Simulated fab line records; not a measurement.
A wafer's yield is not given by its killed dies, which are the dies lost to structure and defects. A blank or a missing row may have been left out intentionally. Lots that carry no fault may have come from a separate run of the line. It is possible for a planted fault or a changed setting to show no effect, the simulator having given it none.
Matching of chambers    flow gf180mcu    GF_CONTACT_CVD_02 on pecvd-02: 3 sister chambers
The step deposits SiO2 from TEOS, target thk 860 nm, time 95.992 s. 3 wafers are shown with their chamber, then 7 later ones without.

WAFERS WITH THEIR CHAMBER
wafer   chamber  heater_power_w (W)
L247.3  0        747
L251.4  1        688
L251.5  2        528

WAFERS WITH NO CHAMBER GIVEN
wafer   heater_power_w (W)
L251.6  699
L257.1  762
L257.2  482
L257.3  560
L259.2  660
L259.4  534
L259.5  695

EACH ONE'S CHAMBER
wafer    from the rows above       in truth
L251.6   can't be placed: 1 or 0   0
L257.1   0                         0
L257.2   2                         2
L257.3   2                         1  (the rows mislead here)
L259.2   1                         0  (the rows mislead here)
L259.4   2                         2
L259.5   can't be placed: 1 or 0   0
3 of 7 placed correctly. From these rows, 2 cannot be placed; in 2 the true chamber is one of the candidates. Number placed wrongly: 2.
How it was worked out, from the rows above alone: a wafer's distance from a chamber is the root of the sum, over the readings, of the square of ((its reading less the chamber's mean) divided by the reading's scatter). The wafer belongs to the nearest chamber; if the next one is less than 2 further off, it can't be placed. Each chamber's mean is taken over the wafers shown for it. The scatter (one wafer shown for each chamber): square how far every hidden wafer sits from the nearest shown wafer, average those squares and take the square root.
